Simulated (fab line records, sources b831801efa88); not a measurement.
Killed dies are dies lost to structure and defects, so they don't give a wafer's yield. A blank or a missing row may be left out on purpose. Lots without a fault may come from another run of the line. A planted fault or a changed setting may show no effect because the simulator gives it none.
Problem report in the 8D (eight disciplines) form, filled by code | flow sky130 | the parts of the form that need people (team, actions taken, sign-off) are left out

1. THE PROBLEM
RES_XHIGH_TW at SKY_RES_XHIGH_TW_MEAS_09 reads a mean of 30 on 6 wafers of 2 lots; wafers without a fault read 1627 with a standard deviation of 7.6. That is -99 or more standard deviations from the usual mean.
First seen on wafer L456.1, day 25 14:46, on film_metro-02. The record holds 42 wafers of 14 lots with a number at this step. Rule for "out", or "out of limits": more than 4 standard deviations from the usual mean. The other wafers with a number count as sound.

2. WHAT IT IS AND WHAT IT IS NOT
question                    | is                           | is not
which readings at this step | RES_XHIGH_TW                 | -
which lots                  | L455, L456                   | L451, L453, L454, L458, L461, L464, L465, L466, L469, L470, L471, L473
which wafers of those lots  | all that have a number       | -
read on which gauges        | film_metro-02, film_metro-04 | film_metro-01
when                        | from day 25 14:46            | up to then (9 sound wafers); but 27 sound wafers of L458, L461, L464, L465, L466, L469, L470, L471, L473 came after

3. SUSPECTS, AND WHAT RULES EACH OUT
Counting: a tool at a process step up to the reading stays a suspect if it ran every lot that is out and no sound lot after the first of them.
- the gauge at SKY_RES_XHIGH_TW_MEAS_09: ruled out. The wafers that are out were read on 2 gauges (film_metro-02, film_metro-04).
- implanter-01 at SKY_RES_XHIGH_IMPLANT_07: ruled out as a lasting fault. Sound lots L461, L464, L470, L473 ran on it after its first lot that is out, L456 (day 25 14:07).
Left after counting: nothing in the record.

4. THE CAUSE (what the simulator had put in)
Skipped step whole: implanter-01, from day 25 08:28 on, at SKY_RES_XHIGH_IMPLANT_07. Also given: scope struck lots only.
Counting ruled it out, wrongly: the rule takes a fault to strike every lot that its tool runs from its start on, and this one did not.

5. THE CHAIN OF EFFECTS, in route order
Each row: a reading whose mean over the struck wafers that have a number lies more than 3 standard deviations from the usual. Only readings for which the record gives a usual standard deviation are gone through. hours: the time from each lot's start at the first step in this table that gives one to its start at this step, as a median over the lots. sigmas: the change in usual standard deviations.
hours | step                     | reading      | usual        | on struck wafers | change | sigmas
0     | SKY_RES_XHIGH_TW_MEAS_09 | RES_XHIGH_TW | 1627         | 30               | -1597  | -99 or more
29    | SKY_SD_N_RS_MEAS_18      | RES_XHIGH_RS | 332.6 ohm/sq | 132.6            | -200.0 | -99 or more
Readings that are blank on the struck wafers while sound wafers have them: beam_energy_keV at SKY_RES_XHIGH_IMPLANT_07; beam_on_s at SKY_RES_XHIGH_IMPLANT_07.

6. WHAT WOULD HAVE CAUGHT IT SOONER
In this record the first reading out of limits at a measuring or inspecting step was taken at day 25 14:46, 6 hours after the fault began at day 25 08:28.
At SKY_RES_XHIGH_IMPLANT_07 the tool's readings are blank on the struck wafers, where sound wafers have them: an empty tool record is the first sign, and it was there at once.
